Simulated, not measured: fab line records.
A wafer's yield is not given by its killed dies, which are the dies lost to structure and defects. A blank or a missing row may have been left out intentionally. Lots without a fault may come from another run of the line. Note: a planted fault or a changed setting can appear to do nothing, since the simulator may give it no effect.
Which tool was responsible? | flow gf180mcu | 13 lots with 39 wafers sampled at 5 steps, on a route of 602 steps

WHAT THE GAUGES SHOWED, per wafer
GF_V3_RS_MEAS_24: the measuring method here is four-point-probe. Usual: V3_W_RS gives 0.326 ohm/sq (standard deviation 0.0046).
lot  | measured     | on            | V3_W_RS (ohm/sq)  | flag
L129 | day 22 20:20 | film-metro-02 | 0.332 0.328 0.333 |
L130 | day 23 02:51 | film-metro-04 | 0.336 0.325 0.325 |
L131 | day 23 12:38 | film-metro-03 | 0.327 0.325 0.327 |
L132 | day 23 19:04 | film-metro-02 | 0.326 0.326 0.326 |
L133 | day 24 06:31 | film-metro-04 | 0.329 0.325 0.321 |
L134 | day 24 16:17 | film-metro-02 | 0.332 0.332 0.329 |
L137 | day 25 14:49 | film-metro-02 | 0.328 0.324 0.330 |
L138 | day 25 23:32 | film-metro-03 | 0.329 0.317 0.321 |
L139 | day 26 09:11 | film-metro-02 | 0.324 0.321 0.319 |
L141 | day 27 02:15 | film-metro-03 | 0.321 0.327 0.318 |
L142 | day 27 03:26 | film-metro-02 | 0.329 0.332 0.327 |
L147 | day 28 18:48 | film-metro-04 | 0.321 0.326 0.331 |
L151 | day 29 19:44 | film-metro-03 | 0.330 0.329 0.328 |

GF_V4_THK_MEAS_01. Usual: V4_CVD_00_THK gives 600 nm (standard deviation 8.2).
lot  | measured     | on            | V4_CVD_00_THK (nm) | flag
L129 | day 23 20:57 | film-metro-02 | 622 604 610        |
L130 | day 24 03:08 | film-metro-01 | 603 601 601        |
L131 | day 24 13:03 | film-metro-01 | 595 613 599        |
L132 | day 24 18:53 | film-metro-01 | 599 594 599        |
L133 | day 25 06:11 | film-metro-02 | 587 596 597        |
L134 | day 25 15:29 | film-metro-02 | 594 598 590        |
L137 | day 26 12:43 | film-metro-04 | 592 612 601        |
L138 | day 26 22:11 | film-metro-01 | 581 596 585        |
L139 | day 27 07:11 | film-metro-01 | 587 594 591        |
L141 | day 28 00:14 | film-metro-02 | 588 506 594        | OFF
L142 | day 28 01:21 | film-metro-02 | 593 604 513        | OFF
L147 | day 29 15:20 | film-metro-02 | 604 606 592        |
L151 | day 30 16:03 | film-metro-04 | 598 606 602        |

TOOL THAT RAN EACH LOT (tool first, then ch and the chambers of the sampled wafers, then the start)
lot  | GF_V3_CVD_02                    | GF_M4_SPUTTER_00             | GF_V4_CVD_00
L129 | pecvd-04 ch 0,1, day 21 19:11   | pvd-sputter-01, day 22 20:49 | hdpcvd-02 ch 0,1, day 23 20:52
L130 | pecvd-02 ch 0,1, day 22 02:14   | pvd-sputter-01, day 23 03:20 | hdpcvd-01 ch 0,1, day 24 03:01
L131 | pecvd-02 ch 0,1,2, day 22 12:33 | pvd-sputter-01, day 23 13:07 | hdpcvd-02 ch 0,1,2, day 24 12:58
L132 | pecvd-04 ch 0,1,2, day 22 19:36 | pvd-sputter-04, day 23 19:33 | hdpcvd-01 ch 0,1,2, day 24 18:48
L133 | pecvd-02 ch 1,2, day 23 06:28   | pvd-sputter-01, day 24 06:59 | hdpcvd-01 ch 0,1,2, day 25 06:06
L134 | pecvd-04 ch 0,1,2, day 23 16:38 | pvd-sputter-01, day 24 16:46 | hdpcvd-01 ch 0,1,2, day 25 15:24
L137 | pecvd-02 ch 0,1,2, day 24 16:11 | pvd-sputter-02, day 25 15:17 | hdpcvd-02 ch 0,1, day 26 12:38
L138 | pecvd-02 ch 0,1, day 25 00:39   | pvd-sputter-04, day 26 00:01 | hdpcvd-01 ch 0,1,2, day 26 22:07
L139 | pecvd-02 ch 0,1,2, day 25 09:56 | pvd-sputter-01, day 26 09:40 | hdpcvd-01 ch 0,2, day 27 07:06
L141 | pecvd-01 ch 0,1,2, day 26 03:50 | pvd-sputter-04, day 27 02:40 | hdpcvd-01 ch 0,1,2, day 28 00:10
L142 | pecvd-01 ch 0,1,2, day 26 06:03 | pvd-sputter-01, day 27 03:53 | hdpcvd-01 ch 1,2, day 28 01:16
L147 | pecvd-04 ch 1,2, day 27 21:53   | pvd-sputter-01, day 28 19:17 | hdpcvd-02 ch 0,1,2, day 29 15:16
L151 | pecvd-01 ch 0,2, day 28 23:11   | pvd-sputter-02, day 29 20:13 | hdpcvd-02 ch 0,1,2, day 30 15:58
- GF_V3_CVD_02: deposits SiO2 from TEOS, target thk 850 nm, time 94.851 s.
- GF_M4_SPUTTER_00: material Ti, target thk 37.5 nm, time 150 s.
- GF_V4_CVD_00: deposits SiO2, target thk 600 nm, time 100 s.

AS READ BY THE TOOLS THEMSELVES (means over the sampled wafers that have a number; for cases with no such wafer, the mark the record gives instead)
GF_V3_CVD_02. Usual: heater-power-w at 639 W, with a standard deviation of 110.
lot  | tool     | heater-power-w (W) | flag
L129 | pecvd-04 | 603                |
L130 | pecvd-02 | 678                |
L131 | pecvd-02 | 672                |
L132 | pecvd-04 | 712                |
L133 | pecvd-02 | 710                |
L134 | pecvd-04 | 712                |
L137 | pecvd-02 | 662                |
L138 | pecvd-02 | 650                |
L139 | pecvd-02 | 637                |
L141 | pecvd-01 | 596                |
L142 | pecvd-01 | 630                |
L147 | pecvd-04 | 649                |
L151 | pecvd-01 | 604                |

GF_M4_SPUTTER_00. Usual: substrate-temp-c 199.98 C, standard deviation 0.15; throttle-valve-pct 30.3 %, standard deviation 0.76.
lot  | tool           | substrate-temp-c (C) | throttle-valve-pct (%) | flag
L129 | pvd-sputter-01 | 199.83               | 29.4                   |
L130 | pvd-sputter-01 | 199.95               | 29.0                   |
L131 | pvd-sputter-01 | 199.81               | 29.7                   |
L132 | pvd-sputter-04 | 200.07               | 30.9                   |
L133 | pvd-sputter-01 | 199.96               | 29.8                   |
L134 | pvd-sputter-01 | 200.14               | 29.9                   |
L137 | pvd-sputter-02 | 200.01               | 31.2                   |
L138 | pvd-sputter-04 | 199.84               | 30.9                   |
L139 | pvd-sputter-01 | 199.97               | 29.0                   |
L141 | pvd-sputter-04 | 200.02               | 30.5                   |
L142 | pvd-sputter-01 | 200.13               | 29.5                   |
L147 | pvd-sputter-01 | 199.98               | 29.3                   |
L151 | pvd-sputter-02 | 200.10               | 30.7                   |

GF_V4_CVD_00. Usual: sih4-flow-sccm at 60.00 sccm, with a standard deviation of 0.16.
lot  | tool      | sih4-flow-sccm (sccm) | flag
L129 | hdpcvd-02 | 60.05                 |
L130 | hdpcvd-01 | 60.06                 |
L131 | hdpcvd-02 | 59.83                 |
L132 | hdpcvd-01 | 59.95                 |
L133 | hdpcvd-01 | 60.10                 |
L134 | hdpcvd-01 | 60.11                 |
L137 | hdpcvd-02 | 60.10                 |
L138 | hdpcvd-01 | 60.08                 |
L139 | hdpcvd-01 | 60.03                 |
L141 | hdpcvd-01 | 56.95                 | OFF
L142 | hdpcvd-01 | 57.08                 | OFF
L147 | hdpcvd-02 | 59.95                 |
L151 | hdpcvd-02 | 59.88                 |

THE ANSWER, worked out from the rows above alone
Rule: lot off if the mean of its wafers having a number is beyond 3 standard deviations from the usual mean. A lot without any number at a reading at which 4 lots or more have one is off too. Where the step has rows for the other lots, those lots are counted as sound. After the gauges, taken in route order, come the tools' own readings; for these a lot's mean is taken, as printed above. The first step at which some lot is off is used, and at that step the reading that is off furthest; a lot without a number counts as furthest.
Off: at GF_V4_THK_MEAS_01 (V4_CVD_00_THK), L141, L142.
If a tool, at a process step before that reading, ran all the lots that are off and no sound lot after the first of them, it fits. Not tried: the gauges at GF_V4_THK_MEAS_01; whatever is off there is also off at GF_V4_CVD_00, on other tools, and gauge error can't account for it. One fits: GF_V4_CVD_00 on hdpcvd-01. Its last sound lot is L139 (day 27 07:06), its first lot that is off L141 (day 28 00:10): a fault that began between those two fits.
On the lots that are off, the tool's own readings at GF_V4_CVD_00 differ by more than 5 times the standard deviation of the sound lots' means, which bears it out; sih4-flow-sccm reads 57.02 sccm there versus 60.01 sccm on the sound lots.

WHAT THE SIMULATOR HAD INSERTED
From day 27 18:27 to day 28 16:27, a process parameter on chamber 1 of hdpcvd-01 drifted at GF_V4_CVD_00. The setting sih4-flow-sccm was moved by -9, starting from 60. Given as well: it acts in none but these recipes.
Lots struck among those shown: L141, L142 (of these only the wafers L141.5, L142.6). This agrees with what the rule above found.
